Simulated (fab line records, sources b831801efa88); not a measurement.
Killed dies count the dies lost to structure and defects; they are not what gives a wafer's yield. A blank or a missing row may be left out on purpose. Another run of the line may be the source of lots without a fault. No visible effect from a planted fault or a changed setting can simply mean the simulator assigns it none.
A struck lot beside a sound one :: flow sky130 :: 14 out of 708 route steps
Sound: wafers L237.1, L237.4, L237.6. Wafers struck: L250.1, L250.3, L250.4. The cause is named last.
At each step with rows: each side's tool, then ch and its chambers, then its first start. Under that, the readings that differ: sound wafers :: struck wafers :: difference of the means :: sigmas: that difference in standard deviations of wafers without a fault.
alike: readings with means less than 2 such deviations apart, plus words and numbers identical on both sides. not compared: withheld readings, readings lacking a value on some wafer, bounds such as >300 that could conceal the same value, and numbers that have no deviation in the record and whose values overlap.
Wherever a step has rows on one side only, a row that says differs or no value, or a row with sigmas, the two part there. When numbers do not overlap yet have no deviation, they are printed without sigmas and do not part them. A reading missing from all wafers of one side parts the sides only when that side holds two or more wafers.

SKY_POLY_GATE_ETCH_15: etches BARC in N2/H2, stops on SiO2, time 118.5 s, target depth 110 nm.
  sound on rieDiel-04 ch 0,2, day 16 10:54; struck on rieDiel-01 ch 0,1,2, day 22 06:56
  alike: drypumpMotorCurrentA, oesProductAu, throttleValvePct
  not compared: rfHoursCounterH
SKY_POLY_GATE_ETCH_16: etches Si3N4 in CH3F/O2, stops on poly-Si, time 147.5 s, target depth 75 nm.
  sound on rieDiel-04 ch 0,2, day 16 10:59; struck on rieDiel-01 ch 0,1,2, day 22 07:02
  alike: drypumpMotorCurrentA, oesProductAu, throttleValvePct
  not compared: rfHoursCounterH
SKY_POLY_GATE_ETCH_17: etches poly-Si in HBr/Cl2, stops on SiO2, target depth 180 nm, time 70.5 s.
  sound on rieSi-01 ch 0,1,3, day 16 11:05; struck on rieSi-01 ch 1,2,3, day 22 07:08
  alike: drypumpMotorCurrentA, oesProductAu, throttleValvePct
  not compared: rfHoursCounterH
SKY_POLY_GATE_STRIP_18: strips in O2/N2.
  sound on plasmaAsher-03 ch 0, day 16 11:08; struck on plasmaAsher-01 ch 0,1, day 22 07:11
reading: drypumpMotorCurrentA (A)
sound: 5.94 5.97 5.95
struck: 5.49 5.44 5.47
difference: -0.49
sigmas: -2
  alike: o2FlowSccm, oesProductAu, stripTimeToEndpointS
  not compared: rfHoursCounterH
then, 2 steps without rows for these wafers: SKY_POLY_GATE_CLEAN_19 (cleans in SC1/SC2, time 150 s); SKY_POLY_GATE_OXIDATION_20 (stabilise 600 s, purge 300 s, target thk 4 nm).
SKY_POLY_GATE_THK_MEAS_21:
  struck on filmMetro-04, day 22 08:35; sound on filmMetro-04, day 16 12:34
  alike: POLY_GATE_OXIDATION_THK
SKY_POLY_GATE_CD_MEAS_22:
  struck on cdSem-02, day 22 08:39; sound on cdSem-02, day 16 12:37
  alike: cdNm
then, 4 steps without rows for these wafers: SKY_LDD_N_DEHYDRATE_00 (time 60 s); SKY_LDD_N_HMDS_01 (prime time 60 s); SKY_LDD_N_COAT_02 (resist thk 300 nm); SKY_LDD_N_SOFTBAKE_03 (time 60 s).
SKY_LDD_N_EXPOSE_04: exposes mask NTM, target cd 840 nm.
  sound on ilineStepper-01 ch 0, day 17 03:37; struck on ilineStepper-02, day 23 00:19
  no value came back on the struck wafers for exposureDoseMJCm2, focusOffsetNm (nm); on the sound wafers exposureDoseMJCm2 reads 110.08 110.13 110.07
  alike: mask
after that, 1 step had no rows for these wafers: SKY_LDD_N_PEB_05.

## WHERE THEY PART
At SKY_POLY_GATE_STRIP_18 first; at SKY_LDD_N_EXPOSE_04 last (within this record only).

WHY: what the simulator had put in
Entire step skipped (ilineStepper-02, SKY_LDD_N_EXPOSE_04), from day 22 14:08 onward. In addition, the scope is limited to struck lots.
